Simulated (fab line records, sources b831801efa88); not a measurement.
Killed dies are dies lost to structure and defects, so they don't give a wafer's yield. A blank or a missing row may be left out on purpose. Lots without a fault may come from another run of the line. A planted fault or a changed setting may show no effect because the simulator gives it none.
fab line records | flow sky130
record lots=11 wafers=33 last_day=49
route steps=708 shown PWDE@54 POLY_GATE@236 LDD_N@246 POLY_CUT@318
lots that met no fault: from a run of the same line without faults
start_h: hours from the record's first day to the start of the lot's first wafer shown | wait_h: hours since the lot's step before | " the same as in the row above | L1.1+2: a row that stands for several wafers | - no value, or no start given | * or withheld: withheld | < > ~ a bound
route shown NAME@n: a module of which the file shows steps, and the number in the route of the first | usual: mean/standard deviation of fault-free wafers | same: alike in all rows | chamber/n: place in a boat | sites: the reading at each site | _std_site: their standard deviation | _edge_site: outer sites' mean less inner sites' | radius_mm: how far each site lies from the wafer's centre | mask NAME#n: copy n | behind: the tool/chamber that last shaped the wafer | hold: why the lot was held/for how many hours/how that ended | device: the transistor (n, p or np) that didn't switch | end of line: the same wafers' tests at the end of the route | a step without rows: its recipe alone | killed: dies lost to structure and defects at the first sort, not the wafer's yield | map: a wafer's dies, x killed, . not, _ none there
set.NAME: the setting as run; set.NAME@STEP: as run at that earlier step | model.NAME: the simulator's own value behind a step, which no gauge read
steps of the route over a sample of lots; a table a step, a row a wafer
services: from which hour (start_h, from the record's first day; less than 0 if before it) a tool's chamber was out of use, for how many hours, and why
## steps
# step SKY_PWDE_STRIP_09
# recipe chemistry=O2/N2 power_w=1400 pressure_mtorr=1500 platen_temp_c=withheld o2_flow_sccm=3000 n2_flow_sccm=300 overash_fraction=0.5
# usual drypump_motor_current_A=5.91/0.16 oes_product_au=0.723/0.0043 strip_time_to_endpoint_s=37.16/0.11
# columns lot.wafer tool chamber start_h wait_h drypump_motor_current_A oes_product_au rf_hours_counter_h strip_time_to_endpoint_s
L913.1 plasma_asher-03 1 76.20 0.1 5.98 0.724 36 37.40
L913.2 " 0 " " 6.15 0.725 36 37.33
L913.5 " 0 " " 6.18 0.714 - 37.42
L917.2 plasma_asher-01 1 91.50 0.1 5.75 0.724 44 37.16
L917.4 " 1 " " 5.74 0.718 - 37.22
L917.5 " 1 " " 5.74 0.725 - 37.18
L918.2 plasma_asher-01 0 101.10 0.1 5.69 0.718 45 37.12
L918.3 " 1 " " 5.74 0.718 - 37.04
L918.5 " 0 " " 5.66 0.713 - 37.00
L919.3 plasma_asher-01 0 110.04 0.1 5.71 0.719 - 37.35
L919.4 " 1 " " 5.73 0.734 - 37.38
L919.5 " 0 " " 5.71 0.723 - 37.50
L920.2 plasma_asher-01 0 110.10 0.2 5.72 0.719 46 36.98
L920.4 " 1 " " 5.74 0.725 - 37.16
L920.5 " 0 " " 5.70 0.720 - 37.14
L926.1 plasma_asher-04 1 148.35 0.1 5.98 0.716 33 37.11
L926.2 " 0 " " 6.03 0.723 33 37.21
L926.4 " 0 " " 6.07 0.725 - 37.23
L927.1 plasma_asher-04 0 154.76 0.2 6.05 0.720 35 37.07
L927.3 " 0 " " 6.06 0.724 - 37.07
L927.5 " 0 " " 6.02 0.727 - 37.09
L928.1 plasma_asher-03 0 155.85 0.1 6.14 0.725 1 37.17
L928.4 " 0 " " 6.16 0.722 - 37.34
L928.6 " 0 " " 6.15 0.715 - 37.32
L929.3 plasma_asher-01 0 158.34 0.1 5.74 0.724 - 37.17
L929.4 " 1 " " 5.74 0.723 - 37.15
L929.5 " 1 " " 5.74 0.721 - 37.00
L930.4 plasma_asher-03 0 162.49 0.1 6.16 0.724 - 36.91
L930.5 " 1 " " 5.94 0.729 - 36.97
L930.6 " 0 " " 6.16 0.717 - 36.95
L931.3 plasma_asher-03 0 168.69 0.1 6.15 0.727 - 37.12
L931.4 " 1 " " 5.97 0.723 - 37.16
L931.6 " 0 " " 6.16 0.723 - 37.26
# step SKY_POLY_GATE_CD_MEAS_22
# usual cd_nm=149.9/2.2
# columns lot.wafer tool chamber start_h wait_h cd_nm
L913.1 cd_sem-01 - 383.90 0.1 146.9
L913.2 " - " " 148.9
L913.5 " - " " 150.4
L917.2 cd_sem-01 - 409.50 0.1 150.0
L917.4 " - " " 151.5
L917.5 " - " " 152.8
L918.2 cd_sem-01 - 427.56 0.1 150.3
L918.3 " - " " 151.9
L918.5 " - " " 151.2
L920.2 cd_sem-02 - 435.96 0.2 149.1
L920.4 " - " " 146.5
L920.5 " - " " 150.8
L919.3 cd_sem-02 - 437.72 0.1 149.5
L919.4 " - " " 149.6
L919.5 " - " " 147.8
L926.1 cd_sem-01 - 492.44 0.1 148.3
L926.2 " - " " 150.8
L926.4 " - " " 149.4
L927.1 cd_sem-01 - 505.94 0.1 146.6
L927.3 " - " " 151.1
L927.5 " - " " 149.0
L928.1 cd_sem-02 - 507.57 0.1 148.3
L928.4 " - " " 152.5
L928.6 " - " " 150.8
L929.3 cd_sem-02 - 514.52 0.1 148.5
L929.4 " - " " 148.6
L929.5 " - " " 149.1
L930.4 cd_sem-01 - 516.29 0.1 151.4
L930.5 " - " " 150.7
L930.6 " - " " 151.0
L931.3 cd_sem-01 - 523.52 0.1 154.9
L931.4 " - " " 149.1
L931.6 " - " " 153.5
# step SKY_LDD_N_IMPLANT_09
# recipe species=As energy_kev=20 dose_cm2=7.5e+13 tilt_deg=withheld rotation_deg=113
# usual dose_ions_cm2=7.499e+13/8.9e+10 faraday_current_uA=423/7.8
# columns lot.wafer tool chamber start_h wait_h dose_ions_cm2 faraday_current_uA
L913.1 implanter-04 0 413.15 0.1 7.491e+13 424
L913.2 " 0 " " 7.497e+13 429
L913.5 " 0 " " 7.508e+13 421
L917.2 implanter-03 0 440.68 0.1 7.512e+13 417
L917.4 " 0 " " 7.495e+13 415
L917.5 " 0 " " 7.519e+13 407
L918.2 implanter-01 0 458.97 0.1 7.517e+13 424
L918.3 " 0 " " 7.505e+13 421
L918.5 " 0 " " 7.507e+13 418
L920.2 implanter-04 0 466.72 0.1 7.508e+13 430
L920.4 " 0 " " 7.508e+13 433
L920.5 " 0 " " 7.51e+13 410
L919.3 implanter-03 0 468.60 0.1 7.509e+13 439
L919.4 " 0 " " 7.5e+13 419
L919.5 " 0 " " 7.504e+13 410
L926.1 implanter-03 0 522.30 0.1 7.502e+13 424
L926.2 " 0 " " 7.508e+13 423
L926.4 " 0 " " 7.5e+13 418
L927.1 implanter-04 0 536.45 0.1 7.3e+12 41
L927.3 " 0 " " 7.44e+12 42
L927.5 " 0 " " 7.46e+12 42
L928.1 implanter-01 0 537.90 0.1 7.513e+13 423
L928.4 " 0 " " 7.509e+13 430
L928.6 " 0 " " 7.495e+13 421
L929.3 implanter-04 0 545.25 0.1 7.56e+12 43
L929.4 " 0 " " 7.6e+12 42
L929.5 " 0 " " 7.66e+12 43
L930.4 implanter-04 0 546.58 0.1 7.3e+12 42
L930.5 " 0 " " 7.52e+12 41
L930.6 " 0 " " 7.35e+12 43
L931.3 implanter-01 0 553.50 0.1 7.502e+13 411
L931.4 " 0 " " 7.499e+13 426
L931.6 " 0 " " 7.501e+13 423
# step SKY_LDD_N_STRIP_16
# recipe chemistry=O2/N2 power_w=1400 pressure_mtorr=1500 platen_temp_c=withheld o2_flow_sccm=3000 n2_flow_sccm=300 overash_fraction=0.5
# usual drypump_motor_current_A=6.02/0.23 oes_product_au=0.406/0.0052 strip_time_to_endpoint_s=4.305/0.013
# columns lot.wafer tool chamber start_h wait_h drypump_motor_current_A oes_product_au rf_hours_counter_h strip_time_to_endpoint_s
L913.1 plasma_asher-03 0 414.20 0.1 6.16 0.408 26 4.310
L913.2 " 1 " " 5.93 0.404 26 4.285
L913.5 " 1 " " 5.97 0.411 - 4.302
L917.2 plasma_asher-04 0 441.70 0.1 6.05 0.404 62 4.280
L917.4 " 1 " " 5.99 0.408 - 4.293
L917.5 " 0 " " 6.07 0.402 - 4.314
L918.2 plasma_asher-02 1 460.00 0.1 5.52 0.405 73 4.319
L918.3 " 0 " " 6.38 0.409 - 4.320
L918.5 " 0 " " 6.37 0.405 - 4.294
L920.2 plasma_asher-03 1 467.75 0.1 5.98 0.405 32 4.309
L920.4 " 0 " " 6.17 0.404 - 4.319
L920.5 " 0 " " 6.13 0.407 - 4.321
L919.3 plasma_asher-04 1 469.64 0.1 6.03 0.403 - 4.296
L919.4 " 0 " " 6.08 0.412 - 4.327
L919.5 " 1 " " 6.00 0.399 - 4.305
L926.1 plasma_asher-03 1 523.35 0.1 5.99 0.407 37 4.317
L926.2 " 0 " " 6.14 0.407 37 4.304
L926.4 " 1 " " 5.97 0.405 - 4.306
L927.1 plasma_asher-02 0 537.50 0.1 6.38 0.406 81 4.143
L927.3 " 1 " " 5.53 0.401 - 4.127
L927.5 " 0 " " 6.38 0.404 - 4.148
L928.1 plasma_asher-04 0 538.95 0.1 6.09 0.404 72 4.279
L928.4 " 0 " " 6.08 0.403 - 4.306
L928.6 " 0 " " 6.07 0.395 - 4.309
L929.3 plasma_asher-02 1 546.28 0.1 5.54 0.406 - 4.142
L929.4 " 0 " " 6.37 0.406 - 4.140
L929.5 " 1 " " 5.54 0.410 - 4.125
L930.4 plasma_asher-02 0 547.58 0.1 6.36 0.415 - 4.135
L930.5 " 0 " " 6.37 0.404 - 4.144
L930.6 " 1 " " 5.54 0.411 - 4.150
L931.3 plasma_asher-03 0 554.54 0.1 6.13 0.397 - 4.300
L931.4 " 1 " " 5.96 0.398 - 4.305
L931.6 " 1 " " 5.98 0.404 - 4.299
# step SKY_LDD_N_TW_MEAS_17
# usual LDD_N_TW=2580/14
# columns lot.wafer tool chamber start_h wait_h LDD_N_TW
L913.1 film_metro-04 - 414.30 0.1 2566
L913.2 " - " " 2552
L913.5 " - " " 2556
L917.2 film_metro-02 - 441.81 0.1 2585
L917.4 " - " " 2590
L917.5 " - " " 2588
L918.2 film_metro-02 - 460.11 0.1 2586
L918.3 " - " " 2586
L918.5 " - " " 2577
L920.2 film_metro-04 - 467.86 0.1 2604
L920.4 " - " " 2604
L920.5 " - " " 2580
L919.3 film_metro-03 - 469.72 0.1 2574
L919.4 " - " " 2575
L919.5 " - " " 2571
L926.1 film_metro-03 - 523.45 0.1 2576
L926.2 " - " " 2560
L926.4 " - " " 2561
L927.1 film_metro-03 - 537.60 0.1 2463
L927.3 " - " " 2469
L927.5 " - " " 2470
L928.1 film_metro-03 - 539.05 0.1 2591
L928.4 " - " " 2594
L928.6 " - " " 2588
L929.3 film_metro-04 - 546.37 0.1 2452
L929.4 " - " " 2442
L929.5 " - " " 2439
L930.4 film_metro-04 - 547.68 0.1 2453
L930.5 " - " " 2446
L930.6 " - " " 2452
L931.3 film_metro-04 - 554.62 0.1 2571
L931.4 " - " " 2560
L931.6 " - " " 2573
# step SKY_POLY_CUT_ETCH_11
# recipe target=Si3N4 chemistry=CF4/CH2F2/Ar stop_on=poly-Si source_w=600 bias_w=150 pressure_mtorr=40 cf4_flow_sccm=40 ch2f2_flow_sccm=20 Ar_flow_sccm=150 time_s=42.5 target_depth_a=600
# usual drypump_motor_current_A=5.6/0.48 oes_product_au=0.830/0.006 throttle_valve_pct=14.994/0.0085
# columns lot.wafer tool chamber start_h wait_h drypump_motor_current_A oes_product_au rf_hours_counter_h throttle_valve_pct
L913.1 rie_diel-02 1 569.96 0.0 6.2 0.837 1 15.002
L913.2 " 3 " " 5.5 0.832 35 14.992
L913.5 " 0 " " 6.0 0.828 - 14.986
L917.2 rie_diel-04 3 594.01 0.0 5.8 0.836 19 14.986
L917.4 " 2 " " 4.8 0.822 5 15.009
L917.5 " 0 " " 5.6 0.824 - 14.993
L918.2 rie_diel-04 1 611.56 0.0 4.9 0.832 12 14.995
L918.3 " 2 " " 4.8 0.831 6 14.998
L918.5 " 3 " " 5.8 0.824 - 14.994
L920.2 rie_diel-01 2 619.56 0.0 5.5 0.826 0 14.989
L920.4 " 1 " " 6.3 0.843 - 14.979
L920.5 " 0 " " 5.6 0.845 - 14.992
L919.3 rie_diel-02 2 621.01 0.0 5.8 0.837 14 14.990
L919.4 " 3 " " 5.5 0.825 36 14.996
L919.5 " 1 " " 6.2 0.833 - 15.009
L926.1 rie_diel-02 1 671.26 0.0 6.2 0.832 3 14.980
L926.2 " 0 " " 6.0 0.837 0 15.001
L926.4 " 3 " " 5.5 0.829 37 14.995
L927.1 rie_diel-04 1 686.96 0.0 4.9 0.827 13 14.993
L927.3 " 2 " " 4.8 0.822 7 14.993
L927.5 " 3 " " 5.8 0.828 - 15.002
L928.1 rie_diel-02 0 687.26 0.0 6.0 0.827 0 14.995
L928.4 " 3 " " 5.4 0.825 38 14.997
L928.6 " 3 " " 5.5 0.822 - 14.994
L929.3 rie_diel-01 3 694.21 0.0 4.9 0.839 3 15.002
L929.4 " 2 " " 5.6 0.817 2 14.987
L929.5 " 3 " " 4.9 0.824 - 14.978
L930.4 rie_diel-04 2 697.66 0.0 4.7 0.836 7 14.982
L930.5 " 2 " " 4.7 0.830 - 14.988
L930.6 " 3 " " 5.8 0.840 - 14.989
L931.3 rie_diel-01 1 700.79 0.0 6.3 0.825 5 14.984
L931.4 " 3 " " 4.9 0.818 3 14.995
L931.6 " 2 " " 5.6 0.820 - 15.000
## services
# columns tool chamber start_h hours kind
implanter-04 - 74.06 9.9 pm
plasma_asher-04 - 87.45 26.7 repair
implanter-04 - 94.28 2.3 repair
plasma_asher-04 - 102.64 3.3 repair
plasma_asher-03 - 108.75 9.0 pm
plasma_asher-03 - 129.83 25.0 pm
implanter-04 - 186.39 2.4 repair
plasma_asher-03 - 263.95 3.8 repair
implanter-04 - 296.99 5.3 repair
plasma_asher-03 - 310.88 2.8 pm
implanter-04 - 312.01 4.1 pm
plasma_asher-04 - 314.19 2.8 pm
plasma_asher-03 - 315.51 2.1 repair
implanter-04 - 325.70 1.3 repair
plasma_asher-04 - 363.16 14.6 pm
implanter-04 - 397.28 2.4 repair
plasma_asher-01 - 421.25 9.0 pm
implanter-04 - 425.16 4.6 pm
plasma_asher-01 - 447.72 1.9 repair
plasma_asher-03 - 503.02 2.1 repair
plasma_asher-03 - 504.32 9.4 repair
plasma_asher-01 - 527.99 2.6 repair
plasma_asher-03 - 571.29 1.4 repair
plasma_asher-04 - 579.72 8.7 repair
## key
first_sign step=SKY_LDD_N_IMPLANT_09 reading=dose_ions_cm2 direction=down sigmas=99+ usual=* struck=*
effect step=SKY_LDD_N_IMPLANT_09 reading=faraday_current_uA direction=down sigmas=49 usual=423 struck=42
effect step=SKY_LDD_N_STRIP_16 reading=strip_time_to_endpoint_s direction=down sigmas=13 usual=* struck=*
effect step=SKY_LDD_N_TW_MEAS_17 reading=LDD_N_TW direction=down sigmas=9.1 usual=2580 struck=2454
met_at SKY_LDD_N_IMPLANT_09
struck_lots L927,L929,L930
tester_left_out L927,L929,L930
not_acting_at SKY_PWDE_STRIP_09,SKY_POLY_GATE_CD_MEAS_22,SKY_POLY_CUT_ETCH_11
onset_between 466.72 536.45
fault kind=process_parameter_drift tool=implanter-04 chamber=- onset_h=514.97 steps=SKY_LDD_N_IMPLANT_09 channel=dose_cm2 offset=* shape=step end_h=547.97 acts_in=* stated=*
# tester_left_out: of these lots the tester's yield and bins aren't shown, on N5 and GAA mostly nor the transistor test; their killed dies are dies lost to structure and defects alone, not to doping, threshold or leakage, so they don't give the yield
